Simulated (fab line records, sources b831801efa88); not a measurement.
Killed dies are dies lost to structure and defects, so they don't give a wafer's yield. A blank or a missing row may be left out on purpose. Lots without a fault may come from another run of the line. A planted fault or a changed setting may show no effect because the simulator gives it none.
Which tool did it? | flow sky130 | 13 lots, 37 wafers sampled, at 1 step of a route of 708

WHAT THE GAUGES READ, wafer by wafer
SKY_FIELD_ISO_CD_MEAS_13: target cd 150 nm. Usual: cd_nm 150.0 nm, standard deviation 1.3.
lot  | measured    | on        | cd_nm (nm)        | flag
L608 | day 2 08:07 | cd_sem-01 | 152.8 151.0 151.4 |
L607 | day 2 08:36 | cd_sem-01 | 151.6 150.6 151.2 |
L611 | day 3 07:09 | cd_sem-01 | 149.7 151.3 150.0 |
L612 | day 3 07:22 | cd_sem-02 | 149.6 150.3 150.8 |
L613 | day 3 18:00 | cd_sem-02 | 149.8 150.4 150.4 |
L614 | day 3 20:30 | cd_sem-02 | 150.2 149.7 150.9 |
L615 | day 4 03:13 | cd_sem-01 | 149.3 149.2 148.8 |
L616 | day 4 03:35 | cd_sem-02 | 149.6 150.2 151.3 |
L620 | day 4 23:12 | cd_sem-02 | 147.5 150.1 149.1 |
L621 | day 5 10:10 | cd_sem-01 | 149.5 151.0 149.5 |
L622 | day 5 10:38 | cd_sem-02 | 148.2 150.0       |
L624 | day 5 23:45 | cd_sem-02 | 150.5 150.6 149.3 |
L625 | day 6 03:03 | cd_sem-02 | 148.8 149.6       |

WHICH TOOL RAN EACH LOT (tool, then ch and the chambers of the sampled wafers, then the start)
The record holds no process step before these readings.

WHAT THE TOOLS THEMSELVES READ (means of the sampled wafers that have a number; where no wafer has one, the mark that the record gives instead)
The record holds no such reading with a usual standard deviation.

THE ANSWER, worked out from the rows above alone
Rule: a lot is off if the mean of its wafers that have a number lies more than 3 standard deviations from the usual mean. A lot without any number at a reading at which 4 lots or more have one is off too. The other lots that the step has rows for count as sound. The gauges are gone through in route order, then the tools' own readings, and for those a lot's mean is taken as printed above. The first step at which some lot is off is used, and at that step the reading that is off furthest; a lot without a number counts as furthest.
No lot is off at any reading shown: from this, nothing can be told.

WHAT THE SIMULATOR HAD PUT IN
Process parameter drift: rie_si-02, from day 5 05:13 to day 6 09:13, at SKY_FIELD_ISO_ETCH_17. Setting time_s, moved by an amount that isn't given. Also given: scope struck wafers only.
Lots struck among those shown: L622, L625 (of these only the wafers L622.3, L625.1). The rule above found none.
